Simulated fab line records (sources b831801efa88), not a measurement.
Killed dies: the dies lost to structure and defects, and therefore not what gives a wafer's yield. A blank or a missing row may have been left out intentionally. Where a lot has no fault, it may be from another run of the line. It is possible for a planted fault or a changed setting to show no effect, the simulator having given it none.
Which of the tools did it? | flow sky130 | 7 lots with 21 wafers sampled at 2 steps, on a route of 708 steps

## WHAT THE GAUGES SHOWED, per wafer
SKY_SONOS_ONO_CD_MEAS_13: target cd 410 nm.
lot  | measured     | on        | cd_nm (nm)
L361 | day 13 11:23 | cd_sem-02 | 408.3 409.2 410.8
L363 | day 13 20:17 | cd_sem-01 | 409.1 410.8 411.1
L369 | day 15 21:47 | cd_sem-02 | 411.3 409.6 408.1
L371 | day 16 11:12 | cd_sem-01 | 409.3 409.2 412.0
L378 | day 19 15:20 | cd_sem-02 | 409.7 408.9 407.6
L380 | day 19 20:42 | cd_sem-01 | 397.5 372.1 384.6
L382 | day 20 16:08 | cd_sem-01 | 412.2 413.8 413.1

## EACH LOT AND THE TOOL THAT RAN IT (in order: tool; ch and the chambers of the sampled wafers; start)
lot  | SKY_SONOS_ONO_EXPOSE_10
L361 | iline_stepper-02 ch 0, day 12 22:09
L363 | iline_stepper-01 ch 0, day 13 08:02
L369 | iline_stepper-02 ch 0, day 15 07:48
L371 | iline_stepper-01 ch 0, day 15 21:55
L378 | iline_stepper-02 ch 0, day 18 23:38
L380 | iline_stepper-01 ch 0, day 19 04:24
L382 | iline_stepper-02 ch 0, day 20 01:07
- SKY_SONOS_ONO_EXPOSE_10: exposes mask ONOM, target cd 410 nm.

## THE ANSWER, worked out from the rows above alone
Rule: the usual values come from the lots themselves. The widest of any qualifying gaps counts: lots, ordered by their means at a reading, are off when they make up no more than a third of the lots, leave a main group of 4 or more, and stand apart from it by 3 or more times the standard deviation of that group's means. Not used: any main group whose means are identical at the precision the tables above print for the reading. Also off: a lot with no number at a reading for which 4 or more lots have one. Where the step has rows for the other lots, those lots are counted as sound.
Off at SKY_SONOS_ONO_CD_MEAS_13 (cd_nm): L380. The main group: mean 410.2 nm, standard deviation 1.4.
If a tool, at a process step before that reading, ran all the lots that are off and no sound lot after the first of them, it fits. Gauges at SKY_SONOS_ONO_CD_MEAS_13: tried the same way as those tools. One fits: iline_stepper-01 at SKY_SONOS_ONO_EXPOSE_10. Its last sound lot is L371 (day 15 21:55), its first lot that is off L380 (day 19 04:24): a fault that began between those two fits.

## WHAT HAD BEEN PUT IN BY THE SIMULATOR
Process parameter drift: iline_stepper-01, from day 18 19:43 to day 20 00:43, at SKY_SONOS_ONO_EXPOSE_10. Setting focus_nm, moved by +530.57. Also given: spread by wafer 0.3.
Lots struck among those shown: L380. The same result came from the rule above.
